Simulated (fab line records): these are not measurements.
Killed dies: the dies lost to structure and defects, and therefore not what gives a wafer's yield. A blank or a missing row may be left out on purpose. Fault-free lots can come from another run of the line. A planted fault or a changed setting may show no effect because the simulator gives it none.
A single fault, viewed from 2 desks ; flow sky130 ; each desk holds nothing but its own numbers, with what lay behind them at the end

AT THE METROLOGY DESK
What the gauges read, lot by lot, whatever tool the lot ran on: means of the sampled wafers that have a number. If a lot's mean is further than 4 standard deviations from the usual mean, the lot is out of limits and carries the mark OUT (the distance appears in the brackets).
Columns: A = LDD_N_TW at SKY_LDD_N_TW_MEAS_17, usual 2586; B = LDD_P_OVL at SKY_LDD_P_OVL_MEAS_08, usual 0.6 nm
lot;first seen here;A;B
L398;day 18 01:32;2552;0.0
L399;day 18 01:49;2622;2.1
L401;day 18 21:50;2625;1.4
L402;day 19 06:19;2554;1.1
L403;day 19 09:47;2602;0.5
L404;day 20 11:26;2606;1.8
L406;day 20 13:26;2595;0.8
L405;day 20 17:04;2560;0.3
L413;day 23 05:34;2612;2.7
L414;day 23 21:17;2607;1.0
L417;day 25 07:19;2593;-0.9
L420;day 25 14:32;2591;1.4
L421;day 26 15:43;2616;1.2
This desk's verdict: no lot among the 13 shows anything out of limits.

FOR THE TOOL OWNER'S DESK: wet-bench-04
The tool's own readings at SKY_FIELD_ISO_WET_ETCH_30 (etches SiO2 in dHF, target depth 25 nm, time 50 s): means of the sampled wafers that have a number, for each lot that ran on this tool. If a lot's mean is further than 4 standard deviations from the usual mean, the lot is out of limits and carries the mark OUT (the distance appears in the brackets).
Columns: A = run-length-s at SKY_FIELD_ISO_WET_ETCH_30, usual 78 s
lot;first seen here;A
L402;day 3 07:49;75
L406;day 4 03:28;74
L405;day 4 03:46;74
L413;day 5 17:02;69
L414;day 5 19:54;68
This desk's verdict: no lot among the 5 shows anything out of limits.

ALL TOGETHER
From the metrology desk's view, nothing was out of limits.
The desk of the tool owner found nothing out of limits.

WHAT THE SIMULATOR PUT IN
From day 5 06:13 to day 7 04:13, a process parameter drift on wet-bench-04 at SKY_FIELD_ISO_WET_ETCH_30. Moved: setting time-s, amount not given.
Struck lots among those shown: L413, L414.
